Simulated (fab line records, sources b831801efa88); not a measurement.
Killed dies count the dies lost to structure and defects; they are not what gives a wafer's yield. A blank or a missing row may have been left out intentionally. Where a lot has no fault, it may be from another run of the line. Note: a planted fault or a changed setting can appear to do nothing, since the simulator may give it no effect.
Which of the tools did it? :: flow sfqLine :: at 1 step of a route of 325, 10 lots with 30 wafers sampled

## WHAT EACH GAUGE READ, for each wafer
SFQ_I1_BOW_MEAS_912.
lot: L815
measured: day 21 22:22
on: filmMetro-04
I1_BOW (um): -8 -11 -2

lot: L816
measured: day 23 08:07
on: filmMetro-01
I1_BOW (um): -1 3 0

lot: L822
measured: day 26 15:28
on: filmMetro-04
I1_BOW (um): 8 9 6

lot: L828
measured: day 28 16:47
on: filmMetro-04
I1_BOW (um): 0 -9 -3

lot: L829
measured: day 29 10:48
on: filmMetro-01
I1_BOW (um): 2 4 0

lot: L831
measured: day 29 22:23
on: filmMetro-03
I1_BOW (um): -4 0 1

lot: L833
measured: day 30 04:46
on: filmMetro-04
I1_BOW (um): 1 -10 7

lot: L834
measured: day 32 02:41
on: filmMetro-01
I1_BOW (um): 3 -1 5

lot: L835
measured: day 33 12:07
on: filmMetro-01
I1_BOW (um): 12 2 0

lot: L836
measured: day 33 18:07
on: filmMetro-01
I1_BOW (um): 10 5 -10

## TOOL THAT RAN EACH LOT (tool first, then ch and the chambers of the sampled wafers, then the start)
The record shows no process step preceding these readings.

## THE ANSWER, worked out from the rows above alone
Rule: what is usual is taken from the lots themselves. The widest of any qualifying gaps counts: lots, ordered by their means at a reading, are off when they make up no more than a third of the lots, leave a main group of 4 or more, and stand apart from it by 3 or more times the standard deviation of that group's means. Not used: any main group whose means are identical at the precision the tables above print for the reading. Also off: a lot with no number at a reading for which 4 or more lots have one. The other lots that the step has rows for count as sound.
None of the lots is off at any reading shown; this tells nothing.

## WHAT THE SIMULATOR HAD INSERTED
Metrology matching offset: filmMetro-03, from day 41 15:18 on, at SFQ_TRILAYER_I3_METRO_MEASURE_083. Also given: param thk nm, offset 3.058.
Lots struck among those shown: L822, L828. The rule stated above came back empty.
